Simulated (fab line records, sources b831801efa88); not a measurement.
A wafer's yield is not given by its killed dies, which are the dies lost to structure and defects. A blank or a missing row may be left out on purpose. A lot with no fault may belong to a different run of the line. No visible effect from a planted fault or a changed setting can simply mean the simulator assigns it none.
Matching of chambers / flow gf180mcu / cmp-02 running GF_V5_CMP_04: 4 sister chambers
The step polishes SiO2. 4 wafers are shown with their chamber, then 8 later ones without.

WAFERS PAIRED WITH THEIR CHAMBERS
wafer=L724.5; chamber=3; motor_current_A (A)=14.0
wafer=L724.6; chamber=2; motor_current_A (A)=12.3
wafer=L730.6; chamber=0; motor_current_A (A)=10.4
wafer=L734.3; chamber=1; motor_current_A (A)=15.3

WAFERS MISSING THEIR CHAMBER
wafer=L734.5; motor_current_A (A)=10.1
wafer=L734.6; motor_current_A (A)=13.0
wafer=L742.3; motor_current_A (A)=14.1
wafer=L742.4; motor_current_A (A)=10.7
wafer=L742.6; motor_current_A (A)=13.5
wafer=L745.2; motor_current_A (A)=15.5
wafer=L745.4; motor_current_A (A)=11.8
wafer=L745.6; motor_current_A (A)=11.4

WHICH CHAMBER EACH ONE RAN IN
wafer=L734.5; from the rows above=0; in truth=0
wafer=L734.6; from the rows above=can't be placed: 2 or 3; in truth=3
wafer=L742.3; from the rows above=3; in truth=3
wafer=L742.4; from the rows above=0; in truth=0
wafer=L742.6; from the rows above=can't be placed: 3 or 2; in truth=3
wafer=L745.2; from the rows above=1; in truth=1
wafer=L745.4; from the rows above=can't be placed: 2 or 0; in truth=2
wafer=L745.6; from the rows above=can't be placed: 2 or 0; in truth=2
Correctly placed: 4 of 8. Can't be placed from these rows: 4 (the true chamber is among the candidates in 4). Number placed wrongly: 0.
How it was worked out, from the rows above alone: a wafer's distance from a chamber is the root of the sum, over the readings, of the square of ((its reading less the chamber's mean) divided by the reading's scatter). If the next closest chamber is less than 2 further off than the closest, the wafer can't be placed; otherwise it belongs to the closest. For every chamber, the mean is computed from those of its wafers that are shown. The scatter: root of mean squared gap, hidden wafer to nearest shown wafer, with one shown wafer a chamber.
